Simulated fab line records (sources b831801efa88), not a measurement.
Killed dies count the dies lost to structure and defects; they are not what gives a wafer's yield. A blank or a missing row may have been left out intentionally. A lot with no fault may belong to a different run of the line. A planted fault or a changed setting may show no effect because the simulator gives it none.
Which tool did it? | flow sky130 | 36 wafers from 12 lots sampled at 3 of the route's 708 steps

WHAT EACH GAUGE READ, for each wafer
SKY_VIA3_BOW_MEAS_03.
lot  | measured     | on            | VIA3_BOW (um)
L957 | day 39 01:20 | film-metro-03 | 73 71 88
L959 | day 39 18:32 | film-metro-03 | 68 80 79
L960 | day 40 04:28 | film-metro-03 | 84 85 93
L961 | day 40 10:10 | film-metro-02 | 88 84 81
L962 | day 40 15:49 | film-metro-02 | 78 70 76
L964 | day 41 16:29 | film-metro-04 | 91 101 87
L966 | day 41 19:14 | film-metro-03 | 77 75 80
L967 | day 41 22:29 | film-metro-02 | 70 74 62
L968 | day 42 16:34 | film-metro-02 | 90 87 71
L969 | day 42 20:05 | film-metro-03 | 82 79 76
L970 | day 43 00:32 | film-metro-02 | 82 80 81
L975 | day 44 12:16 | film-metro-03 | 85 75 81

SKY_CAP2M_THK_MEAS_01.
lot  | measured     | on            | CAP2M_CVD_00_THK (nm)
L957 | day 40 04:22 | film-metro-01 | 15.64 15.74 15.45
L959 | day 40 21:27 | film-metro-01 | 15.53 15.58 15.31
L960 | day 41 07:27 | film-metro-01 | 15.14 15.59 15.61
L961 | day 41 13:02 | film-metro-01 | 15.53 15.41 15.32
L962 | day 41 17:50 | film-metro-01 | 15.07 15.41 15.51
L964 | day 42 19:31 | film-metro-01 | 15.33 15.51 15.56
L966 | day 42 22:16 | film-metro-02 | 15.54 15.50 15.55
L967 | day 43 01:05 | film-metro-02 | 15.24 15.46 15.46
L968 | day 43 18:01 | film-metro-01 | 15.56 15.64 15.62
L969 | day 43 21:29 | film-metro-01 | 15.61 15.39 15.61
L970 | day 44 01:26 | film-metro-02 | 15.56 15.12 15.73
L975 | day 45 12:01 | film-metro-01 | 15.50 15.46 15.60

WHICH TOOL RAN EACH LOT (tool, then ch and the chambers of the sampled wafers, then the start)
lot  | SKY_METAL4_SPUTTER_02
L957 | pvd-sputter-01, day 40 04:13
L959 | pvd-sputter-03, day 40 21:19
L960 | pvd-sputter-01, day 41 07:18
L961 | pvd-sputter-01, day 41 12:54
L962 | pvd-sputter-03, day 41 17:42
L964 | pvd-sputter-02, day 42 19:23
L966 | pvd-sputter-02, day 42 22:07
L967 | pvd-sputter-01, day 43 00:57
L968 | pvd-sputter-02, day 43 17:52
L969 | pvd-sputter-01, day 43 21:20
L970 | pvd-sputter-03, day 44 01:18
L975 | pvd-sputter-01, day 45 11:53
- SKY_METAL4_SPUTTER_02: material AlCu, target thk 735 nm, time 39.1 s.

WHAT THE TOOLS THEMSELVES READ (means of the sampled wafers that have a number; where no wafer has one, the mark that the record gives instead)
SKY_METAL4_SPUTTER_02.
lot  | tool           | throttle-valve-pct (%)
L957 | pvd-sputter-01 | 29.9
L959 | pvd-sputter-03 | 30.2
L960 | pvd-sputter-01 | 29.9
L961 | pvd-sputter-01 | 30.0
L962 | pvd-sputter-03 | 30.3
L964 | pvd-sputter-02 | 30.5
L966 | pvd-sputter-02 | 29.4
L967 | pvd-sputter-01 | 30.2
L968 | pvd-sputter-02 | 30.5
L969 | pvd-sputter-01 | 30.2
L970 | pvd-sputter-03 | 30.0
L975 | pvd-sputter-01 | 30.1

THE ANSWER, worked out from the rows above alone
Rule: usual is defined by the lots themselves. The widest of any qualifying gaps counts: lots, ordered by their means at a reading, are off when they make up no more than a third of the lots, leave a main group of 4 or more, and stand apart from it by 3 or more times the standard deviation of that group's means. A main group is skipped when, at the precision printed for the reading in the tables above, its means are all equal. Also off: a lot with no number at a reading for which 4 or more lots have one. All remaining lots with rows at the step are treated as sound. The gauges are gone through in route order, then the tools' own readings, and for those a lot's mean is taken as printed above. At the first step where some lot is off, the reading lying furthest off is the one used; lots without a number count as furthest.
No lot is off on any of the readings shown, so nothing can be concluded from this.

WHAT WAS PUT IN BY THE SIMULATOR
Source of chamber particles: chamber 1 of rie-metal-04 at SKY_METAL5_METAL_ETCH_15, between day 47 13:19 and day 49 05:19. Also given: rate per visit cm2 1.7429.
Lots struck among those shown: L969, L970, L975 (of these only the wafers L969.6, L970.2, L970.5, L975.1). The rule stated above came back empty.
